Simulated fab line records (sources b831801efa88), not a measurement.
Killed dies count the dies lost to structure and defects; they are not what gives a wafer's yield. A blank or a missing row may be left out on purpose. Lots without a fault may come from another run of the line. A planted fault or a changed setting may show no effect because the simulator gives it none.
Which tool was responsible? + flow sfq-line + 21 wafers from 7 lots sampled at 2 of the route's 325 steps

== WHAT THE GAUGES SHOWED, per wafer ==
SFQ_M7_OVL_MEAS_945.
| lot  | measured     | on         | M7_OVL (nm)       |
|------|--------------|------------|-------------------|
| L505 | day 76 19:12 | overlay-01 | 9 5 5             |
| L507 | day 77 05:59 | overlay-02 | 4 9 3             |
| L509 | day 77 15:16 | overlay-01 | 58 65 61 61 68 65 |
| L511 | day 78 04:39 | overlay-01 | 63 70 63 67 74 67 |
| L516 | day 82 19:07 | overlay-01 | -2 2 -3           |
| L518 | day 83 23:16 | overlay-02 | -1 -4 3           |
| L520 | day 87 05:16 | overlay-01 | 3 2 0             |

== WHICH TOOL RAN EACH LOT (tool, then ch and the chambers of the sampled wafers, then the start) ==
| lot  | SFQ_TRILAYER_M7_LITHO_EXPOSE_178  |
|------|-----------------------------------|
| L505 | krf-scanner-02 ch 0, day 76 17:42 |
| L507 | krf-scanner-01 ch 0, day 77 04:29 |
| L509 | krf-scanner-01 ch 0, day 77 13:46 |
| L511 | krf-scanner-01 ch 0, day 78 03:21 |
| L516 | krf-scanner-02 ch 0, day 82 17:37 |
| L518 | krf-scanner-02 ch 0, day 83 21:58 |
| L520 | krf-scanner-02 ch 0, day 87 03:58 |
- SFQ_TRILAYER_M7_LITHO_EXPOSE_178: exposes mask M7, target cd 500 nm.

== THE ANSWER, worked out from the rows above alone ==
Rule: the usual values come from the lots themselves. The widest of any qualifying gaps counts: lots, ordered by their means at a reading, are off when they make up no more than a third of the lots, leave a main group of 4 or more, and stand apart from it by 3 or more times the standard deviation of that group's means. The tables above print the reading to a certain number of digits; a main group whose means all agree to those digits is not used. A lot without any number at a reading at which 4 lots or more have one is off too. Where the step has rows for the other lots, those lots are counted as sound.
Off: L509, L511, seen at SFQ_M7_OVL_MEAS_945 (M7_OVL). The main group: mean 2 nm, standard deviation 3.
A tool fits if, at a process step before that reading, it ran every lot that is off, and no sound lot after the first of them. The gauges at SFQ_M7_OVL_MEAS_945 are tried like those tools. One fits: SFQ_TRILAYER_M7_LITHO_EXPOSE_178 on krf-scanner-01. Its last sound lot is L507 (day 77 04:29), its first lot that is off L509 (day 77 13:46): a fault that began between those two fits.

== WHAT THE SIMULATOR PUT IN ==
Scanner matching overlay: krf-scanner-01, from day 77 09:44 on, at SFQ_TRILAYER_M7_LITHO_EXPOSE_178. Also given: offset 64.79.
Struck lots among those shown: L509, L511. Same finding as the rule above.
